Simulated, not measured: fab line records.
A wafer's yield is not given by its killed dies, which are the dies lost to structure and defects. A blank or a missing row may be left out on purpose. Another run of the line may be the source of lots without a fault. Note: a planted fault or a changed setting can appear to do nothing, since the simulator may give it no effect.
Which tool is to blame?	flow gf180mcu	21 wafers from 7 lots sampled at 2 of the route's 602 steps

== WHAT EACH GAUGE READ, for each wafer ==
GF_HV_LDD_CD_MEAS_19: the cd target is 400 nm.
lot	measured	on	cd_nm (nm)
L929	day 11 05:40	cd_sem-01	402.3 404.1 402.9
L932	day 11 23:37	cd_sem-01	366.3 367.5 365.7
L934	day 12 10:46	cd_sem-02	397.0 400.3 398.7
L936	day 13 07:23	cd_sem-01	399.6 400.0 398.8
L943	day 15 07:45	cd_sem-01	400.7 398.1 399.1
L948	day 17 00:05	cd_sem-02	399.6 400.5 398.9
L951	day 18 07:49	cd_sem-02	397.5 401.0 399.8

== TOOL THAT RAN EACH LOT (tool first, then ch and the chambers of the sampled wafers, then the start) ==
lot	GF_HV_LDD_DEVELOP_18
L929	litho_track-01 ch 0, day 11 05:32
L932	litho_track-02 ch 0, day 11 23:28
L934	litho_track-04 ch 0, day 12 10:38
L936	litho_track-01 ch 0, day 13 07:15
L943	litho_track-01 ch 0, day 15 07:36
L948	litho_track-04 ch 0, day 16 23:56
L951	litho_track-02 ch 0, day 18 07:40
- GF_HV_LDD_DEVELOP_18: develop time 60 s.

== THE ANSWER, worked out from the rows above alone ==
Rule: the usual values come from the lots themselves. Put in order of their means at a reading, lots are off if they are a third of the lots or fewer, leave a main group of 4 or more, and stand apart from it by a gap of 3 or more times the standard deviation of the main group's means; of several such gaps the widest counts. If all means in a main group match to the digits the tables above print for the reading, that group is not used. A lot without any number at a reading at which 4 lots or more have one is off too. Where the step has rows for the other lots, those lots are counted as sound.
Off: L932 (GF_HV_LDD_CD_MEAS_19, cd_nm). For the main group the mean is 399.9 nm and the standard deviation 1.4.
A tool fits if, at a process step before that reading, it ran every lot that is off, and no sound lot after the first of them. Those tools and the gauges at GF_HV_LDD_CD_MEAS_19 are tried in the same way. None of those tried fits.

== WHAT WAS PUT IN BY THE SIMULATOR ==
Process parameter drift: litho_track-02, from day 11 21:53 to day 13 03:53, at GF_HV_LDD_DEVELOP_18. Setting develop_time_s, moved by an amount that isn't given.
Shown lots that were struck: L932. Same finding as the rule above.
